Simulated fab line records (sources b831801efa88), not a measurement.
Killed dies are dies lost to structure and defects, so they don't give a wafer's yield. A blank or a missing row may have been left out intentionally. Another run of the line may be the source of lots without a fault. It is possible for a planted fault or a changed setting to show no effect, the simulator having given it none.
A lot that was struck, set against a sound lot ; flow gf180mcu ; 15 out of 602 route steps
Sound: the wafers L272.1, L272.2, L272.3. Struck: wafers L284.2, L284.5 (left out: L284.4, a lot-mate that was not struck); the cause follows at the end.
Each step with rows lists, per side, the tool, then ch with its chambers, then its first start. Under that, the readings that differ: sound wafers ; struck wafers ; difference of the means ; sigmas: that difference in standard deviations of wafers without a fault.
alike: readings with means less than 2 such deviations apart, plus words and numbers identical on both sides. not compared: withheld readings, readings lacking a value on some wafer, bounds such as >300 that could conceal the same value, and numbers that have no deviation in the record and whose values overlap.
The two part at a step that has a row with sigmas, a row that says differs or no value, or rows on one side only. When numbers do not overlap yet have no deviation, they are printed without sigmas and do not part them. Lack of a reading on every wafer of one side parts them only where that side has two or more wafers.

GF_M2_SPUTTER_04: material TiN, target thk 50 nm, time 41.7 s.
  sound on pvd_sputter-02, day 21 09:40; struck on pvd_sputter-03, day 26 01:54
  alike: throttle_valve_pct
GF_M2_RS_MEAS_05: a four-point-probe measurement.
  sound on film_metro-02, day 21 09:42; struck on film_metro-01, day 26 01:58
  alike: M2_ALCU_RS
GF_M2_THK_MEAS_06: measures by xrf.
  sound on film_metro-02, day 21 09:49; struck on film_metro-01, day 26 02:04
  alike: M2_ALCU_THK
then, 7 steps without rows for these wafers: GF_M2_DEHYDRATE_07 (time 60 s); GF_M2_HMDS_08 (prime time 60 s); GF_M2_COAT_09 (resist thk 1000 nm); GF_M2_SOFTBAKE_10 (time 60 s); GF_M2_EXPOSE_11 (exposes mask Metal2, target cd 280 nm); GF_M2_PEB_12 (peb time 90 s); GF_M2_DEVELOP_13 (develop time 60 s).
GF_M2_CD_MEAS_14: the cd target is 280 nm.
  sound on cd_sem-01, day 22 08:58; struck on cd_sem-02, day 26 20:48
  alike: cd_nm
GF_M2_OVL_MEAS_15:
  sound on overlay-01, day 22 09:05; struck on overlay-01, day 26 20:54
  alike: M2_OVL
GF_M2_METAL_ETCH_16: etches the open film in Cl2/BCl3, stops on SiO2, target depth 750.8 nm, time 125.1 s.
  sound on rie_metal-04 ch 0,1, day 22 09:07; struck on rie_metal-03 ch 0, day 26 20:56
reading;sound;struck;difference;sigmas
oes_product_au (a.u.);0.990 0.995 0.996;0.891 0.903;-0.097;-15
throttle_valve_pct (%);28.225 28.226 28.218;28.336 28.330;+0.110;+12
model.KrF_of_M2_COAT_09.thk_nm (nm);678.5 681.7 680.8;734.1 737.9;+55.7;
  alike: chamber_pressure_mTorr, drypump_motor_current_A, mfc_cl2_sccm
  not compared: rf_hours_counter_h
GF_M2_STRIP_17: strips in O2/N2.
  sound on plasma_asher-01 ch 0,1, day 22 09:14; struck on plasma_asher-04 ch 1, day 26 21:04
reading;sound;struck;difference;sigmas
drypump_motor_current_A (A);6.4 5.1 6.4;4.8 4.8;-1.2;-2
oes_product_au (a.u.);0.536 0.537 0.538;0.558 0.557;+0.021;+4
strip_time_to_endpoint_s (s);7.33 7.36 7.34;7.88 7.90;+0.55;+11
  alike: chamber_pressure_mTorr, heater_power_w
  not compared: rf_hours_counter_h
then, 1 step without rows for these wafers: GF_M2_STRIP_18 (strips in post etch residue remover, time 1200 s).

WHERE THEY PART
At GF_M2_METAL_ETCH_16 first; at GF_M2_STRIP_17 last (within this record only).

WHY: whatever the simulator had introduced
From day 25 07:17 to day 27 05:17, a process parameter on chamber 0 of rie_metal-03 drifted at GF_M2_METAL_ETCH_16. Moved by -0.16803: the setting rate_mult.
